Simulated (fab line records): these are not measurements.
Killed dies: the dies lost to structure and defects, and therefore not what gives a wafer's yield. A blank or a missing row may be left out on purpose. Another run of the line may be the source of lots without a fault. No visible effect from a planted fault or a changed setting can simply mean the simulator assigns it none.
2 desks looking at one fault :: flow sky130 :: what lay behind the numbers comes last; until then each desk has only its own

AT THE METROLOGY DESK
Lot by lot, what the gauges showed, no matter which tool ran the lot: averages of those sampled wafers that carry a number. Any lot whose mean is over 4 standard deviations away from the usual mean is out of limits and marked OUT; that distance is given in the brackets. 7 of its 8 readings are shown, namely those furthest out on some lot.
Columns: A = cd nm at SKY_SD_P_CD_MEAS_07, usual 380.2 nm; B = SD_P_OVL at SKY_SD_P_OVL_MEAS_08, usual -0.5 nm; C = SD_P_TW at SKY_SD_P_TW_MEAS_11, usual 2840; D = RES_XHIGH_TW at SKY_RES_XHIGH_TW_MEAS_09, usual 1644; E = cd nm at SKY_SD_N_CD_MEAS_07, usual 380 nm; F = SD_N_OVL at SKY_SD_N_OVL_MEAS_08, usual -0.9 nm; G = SD_N_TW at SKY_SD_N_TW_MEAS_12, usual 3989
lot: L320
first seen here: day 26 04:28
A: 377.9
B: -1.4
C: 2857
D: 1646
E: 377
F: -2.5
G: 4022

lot: L323
first seen here: day 27 20:04
A: 379.1
B: -3.1
C: 2858
D: 1648
E: 378
F: -0.7
G: 3958

lot: L326
first seen here: day 28 16:10
A: 382.0
B: -1.2
C: 2822
D: 1657
E: 382
F: -0.5
G: 3978

lot: L327
first seen here: day 28 17:48
A: 377.2
B: -0.4
C: 2855
D: 1645
E: 376
F: 1.1
G: 3976

lot: L334
first seen here: day 31 09:52
A: 380.9
B: -1.4
C: 2818
D: 1638
E: 388
F: 0.0
G: 3974

lot: L337
first seen here: day 31 21:30
A: 378.7
B: -0.3
C: 2815
D: 1646
E: 378
F: -1.7
G: 3972
This desk's verdict: no lot among the 6 shows anything out of limits.

THE TOOL OWNER'S DESK: implanter-01
The tool's own readings at SKY_SD_P_IMPLANT_09: means of the sampled wafers that have a number, for each lot that ran on this tool. Any lot whose mean is over 4 standard deviations away from the usual mean is out of limits and marked OUT; that distance is given in the brackets.
Columns: A = end station pressure torr at SKY_SD_P_IMPLANT_09, usual 1.41e-05 Torr
lot: L320
first seen here: day 26 04:38
A: 1.32e-05

lot: L323
first seen here: day 27 20:19
A: 1.32e-05

lot: L327
first seen here: day 28 17:58
A: 1.30e-05

lot: L334
first seen here: day 31 10:01
A: 1.29e-05

lot: L337
first seen here: day 31 21:40
A: 1.29e-05
This desk's verdict: no lot among the 5 shows anything out of limits.

ALL TOGETHER
Nothing out of limits was seen by the metrology desk.
Nothing out of limits was seen by the tool owner's desk.

WHAT THE SIMULATOR PUT IN
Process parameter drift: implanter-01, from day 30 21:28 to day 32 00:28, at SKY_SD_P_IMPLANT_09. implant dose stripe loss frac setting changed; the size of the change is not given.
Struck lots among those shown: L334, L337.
